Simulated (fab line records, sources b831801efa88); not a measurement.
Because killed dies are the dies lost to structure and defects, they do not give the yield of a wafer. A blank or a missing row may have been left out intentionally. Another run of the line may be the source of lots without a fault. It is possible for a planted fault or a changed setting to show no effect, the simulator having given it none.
fab line records	flow gf180mcu
record lots=15	wafers=45	lastDay=34
route steps=602 shown NWELL@49 VT_IMPLANT@107 DUAL_GATE@152 POLY_GATE@158
lots untouched by any fault: they come from a run of this same line in which no faults occurred
startH: the number of hours between the record's first day and the start of the first shown wafer of the lot	waitH: time in hours since the lot's previous step	" same as the row above	L1.1+2: one row covering several wafers at once	- no value, or no start was given	* or withheld: withheld	< > ~ a bound
route shown NAME@n: a module of which the file shows steps, and the number in the route of the first	usual: mean/standard deviation of fault-free wafers	same: alike in all rows	chamber/n: place in a boat	sites: each site's reading	_std_site: standard deviation across them	_edge_site: outer sites' mean less inner sites'	radiusMm: how far each site lies from the wafer's centre	mask NAME#n: copy n	behind: the tool/chamber that last shaped the wafer	hold: why the lot went on hold/how many hours it stayed there/how the hold came to an end	device: the transistor (n, p or np) that didn't switch	end of line: at the end of the route, the tests of the same wafers	where a step has no rows: the recipe by itself	killed: count of dies lost to structure and defects at first sort (not the wafer's yield)	map: per-die view of a wafer (x killed, . not killed, _ where there is no die)
set.NAME: the setting that was run; set.NAME@STEP: the one run at that earlier step	model.NAME: the simulator's own value behind a step, which no gauge read
a sample of lots followed through the steps of the route, with each step as a table and each wafer as a row
services: from which hour (startH, from the record's first day; less than 0 if before it) a tool's chamber was out of use, for how many hours, and why
## steps
# step GF_NWELL_OVL_MEAS_07
# usual NWELL_OVL=1.3/1.5
lot.wafer	tool	chamber	startH	waitH	NWELL_OVL[nm]
L549.2	overlay-02	-	53.35	-	1.4
L549.5	"	-	"	"	3.5
L549.6	"	-	"	"	0.3
L551.3	overlay-02	-	73.15	-	3.7
L551.4	"	-	"	"	0.6
L551.6	"	-	"	"	1.5
L552.4	overlay-01	-	73.51	-	2.7
L552.5	"	-	"	"	1.9
L552.6	"	-	"	"	1.4
L554.2	overlay-01	-	85.20	-	1.1
L554.4	"	-	"	"	2.5
L554.6	"	-	"	"	2.9
L557.2	overlay-01	-	99.70	-	0.6
L557.5	"	-	"	"	3.2
L557.6	"	-	"	"	1.9
L559.1	overlay-01	-	111.41	-	1.8
L559.2	"	-	"	"	0.0
L559.5	"	-	"	"	0.7
L560.1	overlay-02	-	117.31	-	0.1
L560.5	"	-	"	"	1.8
L560.6	"	-	"	"	0.0
L561.1	overlay-02	-	122.49	-	2.8
L561.4	"	-	"	"	5.3
L561.5	"	-	"	"	3.0
L562.1	overlay-02	-	127.04	-	3.2
L562.3	"	-	"	"	1.0
L562.6	"	-	"	"	2.0
L563.1	overlay-01	-	132.81	-	-1.0
L563.3	"	-	"	"	1.0
L563.4	"	-	"	"	-0.9
L564.1	overlay-01	-	138.34	-	1.5
L564.3	"	-	"	"	1.2
L564.6	"	-	"	"	3.6
L569.1	overlay-01	-	164.79	-	-0.6
L569.2	"	-	"	"	1.7
L569.6	"	-	"	"	2.2
L570.1	overlay-01	-	171.89	-	1.3
L570.2	"	-	"	"	0.9
L570.4	"	-	"	"	3.2
L571.1	overlay-01	-	175.39	-	0.7
L571.3	"	-	"	"	1.3
L571.5	"	-	"	"	0.4
L572.2	overlay-02	-	180.55	-	1.6
L572.3	"	-	"	"	-1.2
L572.6	"	-	"	"	1.1
# step GF_VT_IMPLANT_DEVELOP_17
# recipe developTimeS=60	devTempC=23
# usual chillPlateTempC=23.00/0.11	developTimeS=60/0
lot.wafer	tool	chamber	startH	waitH	chillPlateTempC	developTimeS
L549.2	lithoTrack-03	0	123.42	0.1	23.11	60
L549.5	"	0	"	"	22.83	60
L549.6	"	0	"	"	22.88	60
L551.3	lithoTrack-01	0	147.16	0.1	22.93	60
L551.4	"	0	"	"	22.95	60
L551.6	"	0	"	"	23.07	60
L552.4	lithoTrack-03	0	148.87	0.1	22.97	60
L552.5	"	0	"	"	22.89	60
L552.6	"	0	"	"	22.96	60
L554.2	lithoTrack-04	0	160.57	0.1	22.91	60
L554.4	"	0	"	"	23.00	60
L554.6	"	0	"	"	22.86	60
L557.2	lithoTrack-03	0	178.37	0.1	22.83	60
L557.5	"	0	"	"	23.01	60
L557.6	"	0	"	"	22.91	60
L559.1	lithoTrack-03	0	191.09	0.1	23.17	60
L559.2	"	0	"	"	22.99	60
L559.5	"	0	"	"	23.20	60
L560.1	lithoTrack-01	0	198.01	0.1	23.05	60
L560.5	"	0	"	"	22.97	60
L560.6	"	0	"	"	23.08	60
L561.1	lithoTrack-01	-	203.56	0.1	-	-
L561.4	"	-	"	"	-	-
L561.5	"	-	"	"	-	-
L562.1	lithoTrack-01	-	207.91	0.1	-	-
L562.3	"	-	"	"	-	-
L562.6	"	-	"	"	-	-
L563.1	lithoTrack-04	-	214.04	0.1	-	-
L563.3	"	-	"	"	-	-
L563.4	"	-	"	"	-	-
L564.1	lithoTrack-01	0	222.16	0.1	22.87	60
L564.3	"	0	"	"	22.85	60
L564.6	"	0	"	"	23.11	60
L569.1	lithoTrack-01	0	252.66	0.1	22.97	60
L569.2	"	0	"	"	22.88	60
L569.6	"	0	"	"	23.10	60
L570.1	lithoTrack-01	0	261.61	0.1	22.75	60
L570.2	"	0	"	"	22.87	60
L570.4	"	0	"	"	23.04	60
L571.1	lithoTrack-01	0	262.61	0.1	23.18	60
L571.3	"	0	"	"	23.11	60
L571.5	"	0	"	"	23.14	60
L572.2	lithoTrack-01	0	270.23	0.1	22.85	60
L572.3	"	0	"	"	22.90	60
L572.6	"	0	"	"	22.89	60
# step GF_DUAL_GATE_OVL_MEAS_11
# usual DUAL_GATE_OVL=0.0/1.2
lot.wafer	tool	chamber	startH	waitH	DUAL_GATE_OVL[nm]
L549.2	overlay-02	-	174.67	0.1	0.4
L549.5	"	-	"	"	0.3
L549.6	"	-	"	"	-0.9
L551.3	overlay-02	-	201.72	0.1	-1.7
L551.4	"	-	"	"	-0.8
L551.6	"	-	"	"	-1.6
L552.4	overlay-01	-	202.03	0.1	0.3
L552.5	"	-	"	"	0.4
L552.6	"	-	"	"	0.7
L554.2	overlay-01	-	218.17	0.1	0.0
L554.4	"	-	"	"	1.1
L554.6	"	-	"	"	-1.6
L557.2	overlay-01	-	232.92	0.1	1.7
L557.5	"	-	"	"	0.5
L557.6	"	-	"	"	-0.7
L559.1	overlay-01	-	246.97	0.1	0.1
L559.2	"	-	"	"	-0.3
L559.5	"	-	"	"	-1.6
L560.1	overlay-01	-	256.17	0.1	-1.3
L560.5	"	-	"	"	1.1
L560.6	"	-	"	"	1.5
L564.1	overlay-01	-	281.21	0.1	2.6
L564.3	"	-	"	"	1.1
L564.6	"	-	"	"	0.6
L569.1	overlay-01	-	314.52	0.1	-0.3
L569.2	"	-	"	"	-1.5
L569.6	"	-	"	"	-0.8
L570.1	overlay-02	-	325.74	0.1	0.1
L570.2	"	-	"	"	1.1
L570.4	"	-	"	"	-0.4
L571.1	overlay-02	-	326.04	0.1	-0.8
L571.3	"	-	"	"	0.1
L571.5	"	-	"	"	-0.4
L572.2	overlay-01	-	333.66	0.1	1.7
L572.3	"	-	"	"	-0.3
L572.6	"	-	"	"	0.9
# step GF_POLY_GATE_THK_MEAS_01
# recipe reads=poly-Si_of_POLY_GATE_CVD_00
# usual POLY_GATE_CVD_00_THK=200.1/2
lot.wafer	tool	chamber	startH	waitH	POLY_GATE_CVD_00_THK[nm]
L549.2	filmMetro-03	-	180.27	0.0	200.8
L549.5	"	-	"	"	201.1
L549.6	"	-	"	"	201.6
L551.3	filmMetro-03	-	206.99	0.0	200.5
L551.4	"	-	"	"	200.5
L551.6	"	-	"	"	202.0
L552.4	filmMetro-04	-	207.00	0.0	200.6
L552.5	"	-	"	"	202.8
L552.6	"	-	"	"	201.6
L554.2	filmMetro-04	-	221.89	0.0	199.8
L554.4	"	-	"	"	198.8
L554.6	"	-	"	"	198.4
L557.2	filmMetro-04	-	238.83	0.0	198.9
L557.5	"	-	"	"	196.7
L557.6	"	-	"	"	198.2
L559.1	filmMetro-03	-	250.80	0.0	204.2
L559.2	"	-	"	"	203.8
L559.5	"	-	"	"	203.2
L560.1	filmMetro-01	-	259.40	0.0	199.5
L560.5	"	-	"	"	199.8
L560.6	"	-	"	"	199.8
L564.1	filmMetro-03	-	284.97	0.0	200.7
L564.3	"	-	"	"	200.1
L564.6	"	-	"	"	198.9
L569.1	filmMetro-03	-	318.09	0.0	203.8
L569.2	"	-	"	"	202.7
L569.6	"	-	"	"	202.7
L570.1	filmMetro-01	-	328.90	0.0	199.7
L570.2	"	-	"	"	198.7
L570.4	"	-	"	"	199.1
L571.1	filmMetro-01	-	329.89	0.0	201.0
L571.3	"	-	"	"	201.7
L571.5	"	-	"	"	201.2
L572.2	filmMetro-01	-	338.20	0.0	201.9
L572.3	"	-	"	"	203.1
L572.6	"	-	"	"	202.4
## services
tool	chamber	startH	hours	kind
lithoTrack-03	-	168.68	-	consumableReplace:filter
## key
firstSign step=GF_VT_IMPLANT_DEVELOP_17	reading=toolRecord	direction=missing
effect none on later readings
metAt GF_VT_IMPLANT_DEVELOP_17
struckLots L561,L562,L563
laterRowsLeftOut L561.1,L561.4,L561.5,L562.1,L562.3,L562.6,L563.1,L563.3,L563.4
sortLeftOut L561.1,L561.4,L561.5,L562.1,L562.3,L562.6,L563.1,L563.3,L563.4
testerLeftOut L561,L562,L563
notActingAt GF_NWELL_OVL_MEAS_07,GF_DUAL_GATE_OVL_MEAS_11,GF_POLY_GATE_THK_MEAS_01
onsetBetween 198.01 203.56
fault kind=skippedStepWhole	tool=lithoTrack-01,lithoTrack-04	chamber=-	onsetH=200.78	steps=GF_VT_IMPLANT_DEVELOP_17	scope=struckLotsOnly
# testerLeftOut: of these lots the tester's yield and bins aren't shown, on N5 and GAA mostly nor the transistor test; their killed dies are dies lost to structure and defects alone, not to doping, threshold or leakage, so they don't give the yield
# sortLeftOut: the simulated sort isn't trusted on such a fault, so these wafers' sort isn't shown, and their yield isn't known
# laterRowsLeftOut: the simulator's readings of these wafers behind a module that went badly wrong aren't trusted and aren't shown, but for the sort
